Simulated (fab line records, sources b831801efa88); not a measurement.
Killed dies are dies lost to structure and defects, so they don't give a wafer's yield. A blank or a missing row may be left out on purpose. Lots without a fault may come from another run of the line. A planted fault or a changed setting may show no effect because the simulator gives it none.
Chamber matching | flow gf180mcu | GF_SAB_ETCH_11 on rie_diel-04: 4 sister chambers
The step etches SiO2 in C4F8/O2/Ar, target depth 55 nm, time 8.5 s. 8 wafers are shown with their chamber, then 9 later ones without.

WAFERS WITH THEIR CHAMBER
wafer  | chamber | oes_product_au (a.u.) | bias_w (W)
L288.6 | 2       | 0.980                 | 1203
L290.2 | 2       | 0.997                 | 1196
L292.4 | 3       | 0.986                 | 1200
L294.5 | 1       | 0.993                 | 1198
L294.6 | 0       | 0.998                 | 1204
L298.3 | 1       | 0.995                 | 1198
L298.5 | 3       | 0.995                 | 1200
L298.6 | 0       | 0.997                 | 1198

WAFERS WITHOUT THEIR CHAMBER
wafer  | oes_product_au (a.u.) | bias_w (W)
L307.1 | 0.998                 | 1202
L307.2 | 0.995                 | 1201
L307.6 | 0.993                 | 1204
L309.2 | 0.998                 | 1196
L309.3 | 0.998                 | 1202
L309.4 | 0.996                 | 1199
L310.1 | 0.993                 | 1202
L310.5 | 0.999                 | 1198
L310.6 | 0.988                 | 1208

WHICH CHAMBER EACH WENT THROUGH
wafer  | from the rows above               | in truth
L307.1 | can't be placed: 0 or 3 or 1 or 2 | 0
L307.2 | can't be placed: 0 or 3 or 1 or 2 | 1
L307.6 | can't be placed: 0 or 3 or 2 or 1 | 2
L309.2 | can't be placed: 1 or 0 or 3 or 2 | 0
L309.3 | can't be placed: 0 or 3 or 1 or 2 | 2
L309.4 | can't be placed: 1 or 0 or 3 or 2 | 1
L310.1 | can't be placed: 3 or 0 or 2 or 1 | 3
L310.5 | can't be placed: 1 or 0 or 3 or 2 | 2
L310.6 | can't be placed: 3 or 0 or 2 or 1 | 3
Placed correctly: 0 of 9. Can't be placed from these rows: 9 (the true chamber is among the candidates in 9). Placed wrongly: 0.
How it was worked out, from the rows above alone: a wafer's distance from a chamber is the root of the sum, over the readings, of the square of ((its reading less the chamber's mean) divided by the reading's scatter). The wafer belongs to the nearest chamber; if the next one is less than 2 further off, it can't be placed. A chamber's mean is the mean of its shown wafers. The scatter: the root of (the sum of the squares of (reading less its chamber's mean) over the shown wafers, divided by (wafers less chambers)).
